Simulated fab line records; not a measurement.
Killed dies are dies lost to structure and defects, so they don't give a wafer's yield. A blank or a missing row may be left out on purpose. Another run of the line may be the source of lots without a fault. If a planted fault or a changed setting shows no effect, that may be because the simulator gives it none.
Chamber matching / flow sky130 / SKY_FIELD_ISO_CMP_27 on cmp-02: 4 sister chambers
The step polishes, stops on Si3N4, t overpolish 16 s, target thk 457.8 nm. 16 wafers are shown with their chamber, then 8 later ones without.

## WAFERS PAIRED WITH THEIR CHAMBERS
wafer=L965.2; chamber=1; motor current A (A)=12.7; time to endpoint s (s)=115
wafer=L965.3; chamber=0; motor current A (A)=10.7; time to endpoint s (s)=104
wafer=L965.6; chamber=3; motor current A (A)=11.9; time to endpoint s (s)=112
wafer=L966.1; chamber=2; motor current A (A)=12.9; time to endpoint s (s)=115
wafer=L966.2; chamber=1; motor current A (A)=12.5; time to endpoint s (s)=114
wafer=L966.6; chamber=2; motor current A (A)=13.4; time to endpoint s (s)=115
wafer=L968.1; chamber=2; motor current A (A)=12.8; time to endpoint s (s)=117
wafer=L968.2; chamber=1; motor current A (A)=13.3; time to endpoint s (s)=111
wafer=L968.5; chamber=3; motor current A (A)=11.5; time to endpoint s (s)=109
wafer=L969.2; chamber=0; motor current A (A)=10.6; time to endpoint s (s)=105
wafer=L969.3; chamber=1; motor current A (A)=12.3; time to endpoint s (s)=109
wafer=L969.6; chamber=2; motor current A (A)=12.8; time to endpoint s (s)=113
wafer=L971.1; chamber=0; motor current A (A)=11.0; time to endpoint s (s)=100
wafer=L971.3; chamber=1; motor current A (A)=12.4; time to endpoint s (s)=109
wafer=L971.4; chamber=2; motor current A (A)=12.5; time to endpoint s (s)=113
wafer=L973.2; chamber=0; motor current A (A)=10.6; time to endpoint s (s)=100

SIGNATURES, as means of the wafers listed above
reading=motor current A; chamber 0=10.725; chamber 1=12.640; chamber 2=12.880; chamber 3=11.700; scatter within a chamber=0.322
reading=time to endpoint s; chamber 0=102.25; chamber 1=111.60; chamber 2=114.60; chamber 3=110.50; scatter within a chamber=2.37
Rule: a wafer's distance from a chamber is the root of the sum, over the readings, of the square of ((its reading less the chamber's mean) divided by the reading's scatter). The wafer belongs to the nearest chamber; if the next one is less than 2 further off, it can't be placed. The scatter: take each reading less its chamber's mean, square it, sum over the shown wafers, divide by the number of wafers less the number of chambers, and take the root.

## WAFERS MISSING THEIR CHAMBER
wafer=L973.3; motor current A (A)=12.4; time to endpoint s (s)=110
wafer=L973.6; motor current A (A)=11.6; time to endpoint s (s)=105
wafer=L974.2; motor current A (A)=13.2; time to endpoint s (s)=106
wafer=L974.3; motor current A (A)=11.1; time to endpoint s (s)=97
wafer=L974.5; motor current A (A)=12.4; time to endpoint s (s)=107
wafer=L976.2; motor current A (A)=10.3; time to endpoint s (s)=98
wafer=L976.5; motor current A (A)=12.7; time to endpoint s (s)=113
wafer=L976.6; motor current A (A)=10.5; time to endpoint s (s)=98

## CHAMBER TAKEN BY EACH
wafer=L973.3; from the rows above=can't be placed: 1 or 3 or 2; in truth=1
wafer=L973.6; from the rows above=can't be placed: 3 or 0 or 1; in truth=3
wafer=L974.2; from the rows above=can't be placed: 1 or 2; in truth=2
wafer=L974.3; from the rows above=0; in truth=0
wafer=L974.5; from the rows above=can't be placed: 1 or 3 or 2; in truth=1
wafer=L976.2; from the rows above=0; in truth=0
wafer=L976.5; from the rows above=can't be placed: 1 or 2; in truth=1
wafer=L976.6; from the rows above=0; in truth=0
3 of 8 placed correctly. Cannot be placed on the basis of these rows: 5; the candidates contain the true chamber in 5. Placed wrongly: 0.
